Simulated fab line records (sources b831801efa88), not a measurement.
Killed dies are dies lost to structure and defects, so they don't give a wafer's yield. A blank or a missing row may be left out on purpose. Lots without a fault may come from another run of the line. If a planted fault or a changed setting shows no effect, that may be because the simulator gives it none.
Which of the tools did it?	flow gf180mcu	18 wafers from 6 lots sampled at 4 of the route's 602 steps

== WHAT EACH GAUGE READ, for each wafer ==
GF_V2_OVL_MEAS_15.
lot	measured	on	V2_OVL (nm)
L646	day 19 19:22	overlay-02	-4 -3 -8
L647	day 21 01:57	overlay-01	8 4 8
L652	day 22 20:14	overlay-02	-3 -3 0
L667	day 27 07:10	overlay-01	-1 1 3

== EACH LOT AND THE TOOL THAT RAN IT (in order: tool; ch and the chambers of the sampled wafers; start) ==
lot	GF_CONTACT_STRIP_18	GF_V1_CMP_26	GF_M2_SPUTTER_00
L646	plasmaAsher-04 ch 0,1, day 15 17:41	cmp-01 ch 1,2, day 17 18:08	pvdSputter-03, day 17 18:23
L647	plasmaAsher-01 ch 0,1, day 16 21:23	cmp-01 ch 0,1,2, day 19 00:11	pvdSputter-02, day 19 00:20
L652	plasmaAsher-04 ch 0,1, day 18 16:05	cmp-02 ch 2,3, day 20 17:22	pvdSputter-03, day 20 17:40
L660	plasmaAsher-01 ch 0,1, day 21 02:29	cmp-01 ch 0,2,3, day 23 06:44	-
L662	plasmaAsher-01 ch 0,1, day 21 21:50	cmp-01 ch 1,2,3, day 24 01:04	-
L667	plasmaAsher-02 ch 0,1, day 23 08:01	cmp-02 ch 0,1,2, day 25 10:07	pvdSputter-02, day 25 10:25
- GF_CONTACT_STRIP_18: strips in O2/N2.
- GF_V1_CMP_26: polishes, stops on SiO2, t overpolish 15 s, target thk 0 nm.
- GF_M2_SPUTTER_00: material Ti, target thk 37.5 nm, time 150 s.

== THE ANSWER, worked out from the rows above alone ==
Rule: the usual values come from the lots themselves. Put in order of their means at a reading, lots are off if they are a third of the lots or fewer, leave a main group of 4 or more, and stand apart from it by a gap of 3 or more times the standard deviation of the main group's means; of several such gaps the widest counts. A main group whose means are all the same, to the digits that the tables above print for the reading, isn't used. Also off: a lot with no number at a reading for which 4 or more lots have one. Any other lot the step has rows for is counted as sound.
None of the lots is off at any reading shown; this tells nothing.

== WHAT HAD BEEN PUT IN BY THE SIMULATOR ==
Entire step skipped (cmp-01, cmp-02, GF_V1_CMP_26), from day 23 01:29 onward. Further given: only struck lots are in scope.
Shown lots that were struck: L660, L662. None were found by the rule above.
